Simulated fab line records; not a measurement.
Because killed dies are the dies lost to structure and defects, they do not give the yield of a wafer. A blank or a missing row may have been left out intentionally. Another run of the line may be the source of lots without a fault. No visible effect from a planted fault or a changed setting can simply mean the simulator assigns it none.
Lot-split experiment | flow sky130 | 27 wafers read from 5 lots, route of 708 steps

== ON THE SPLIT ==
At SKY_SONOS_ONO_ETCH_15 (etches the open film in CHF3/O2, target depth 19.52 nm, time 7.8 s), the setting time_s was moved away from the recipe's 7.8 s on 9 of the 27 wafers read, by -43.0% to +44.0%. The other wafers ran this setting at the recipe's value.

The reading is taken at the split's own step.

== THE READING ==
SONOS_ONO.feature_depth_nm (the simulator's own value, which no gauge read), in nm, at SKY_SONOS_ONO_ETCH_15 (etches the open film in CHF3/O2, target depth 19.52 nm, time 7.8 s). The file does not state a usual value for it. Across the 18 wafers here that went through the recipe, the average is 19.51 nm and the standard deviation 0.33 nm.

wafer  | tool, chamber at the split | time_s as run, s | against the recipe | SONOS_ONO.feature_depth_nm, nm | against lot-mates on the recipe
L074.1 | rie_diel-02, 1             | 7.8              | recipe             | 19.4                           | -
L074.2 | rie_diel-02, 3             | 7.8              | recipe             | 19.34                          | -
L074.3 | rie_diel-02, 2             | 7.8              | recipe             | 19.91                          | -
L074.4 | rie_diel-02, 0             | 4.447            | -43.0%             | 10.95                          | -8.60
L074.5 | rie_diel-02, 3             | 4.447            | -43.0%             | 11.19                          | -8.36
L074.6 | rie_diel-02, 0             | 4.447            | -43.0%             | 10.88                          | -8.67
L077.1 | rie_diel-02, 1             | 6.278            | -19.5%             | 16.15                          | -3.73
L077.2 | rie_diel-02, 0             | 7.8              | recipe             | 19.27                          | -
L077.3 | rie_diel-02, 2             | 7.8              | recipe             | 20.2                           | -
L077.4 | rie_diel-02, 3             | 6.278            | -19.5%             | 15.82                          | -4.06
L077.5 | rie_diel-02, 2             | 7.8              | recipe             | 20.16                          | -
L077.6 | rie_diel-02, 1             | 6.278            | -19.5%             | 16.02                          | -3.86
L080.1 | rie_diel-03, 3             | 7.8              | recipe             | 19.35                          | -
L080.2 | rie_diel-03, 1             | 7.8              | recipe             | 19.36                          | -
L080.3 | rie_diel-03, 2             | 7.8              | recipe             | 19.7                           | -
L080.4 | rie_diel-03, 1             | 7.8              | recipe             | 19.54                          | -
L080.5 | rie_diel-03, 3             | 7.8              | recipe             | 19.3                           | -
L080.6 | rie_diel-03, 2             | 7.8              | recipe             | 19.66                          | -
L079.2 | rie_diel-03, 3             | 7.8              | recipe             | 19.1                           | -
L079.3 | rie_diel-03, 1             | 7.8              | recipe             | 19.44                          | -
L079.5 | rie_diel-03, 3             | 7.8              | recipe             | 19.2                           | -
L085.1 | rie_diel-02, 1             | 11.23            | +44.0%             | 28.55                          | +9.15
L085.2 | rie_diel-02, 3             | 11.23            | +44.0%             | 28.08                          | +8.68
L085.3 | rie_diel-02, 2             | 11.23            | +44.0%             | 28.98                          | +9.58
L085.4 | rie_diel-02, 0             | 7.8              | recipe             | 19.34                          | -
L085.5 | rie_diel-02, 0             | 7.8              | recipe             | 19.05                          | -
L085.6 | rie_diel-02, 1             | 7.8              | recipe             | 19.82                          | -

THE FIT
A straight line over all 27 wafers: SONOS_ONO.feature_depth_nm changes by +0.2 nm for each +1% of time_s; r = +1.00; the points scatter about the line by 0.34 nm.
The same after taking each lot's own level away (the mean of its wafers on the recipe; 27 wafers): +0.203 nm for each +1%; r = +1.00; scatter 0.28 nm.
On that fit, the largest move of time_s shifts the reading by 8.9 nm.
Across the lots, their own levels run from 19.247 to 19.877 nm, a range of 1.9 times the standard deviation given above.
The two slopes are in agreement: the lot-to-lot level therefore moves the slope only a little.
Check: with one of the wafers moved furthest among these (+44.0%) left out of the fit, the line predicts +8.94 nm for it against its lot-mates. Against them it came out at +9.15 nm.

== OTHER SPLITS APPLIED TO THESE WAFERS ==
Before the reading, these wafers also passed through other splits. Each is held against what the fit with the lots' levels taken away leaves over:
other split on the same wafers   | wafers away from the commonest value | r with SONOS_ONO.feature_depth_nm (lot level and that fit taken away)
SKY_FIELD_ISO_WET_ETCH_28 time_s | 21                                   | +0.07
SKY_SONOS_ONO_CVD_04 time_s      | 21                                   | +0.13

== FILE'S OWN FIT ==
SONOS_ONO.feature_depth_nm changes by +0.203 nm for each +1% of time_s, r = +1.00.
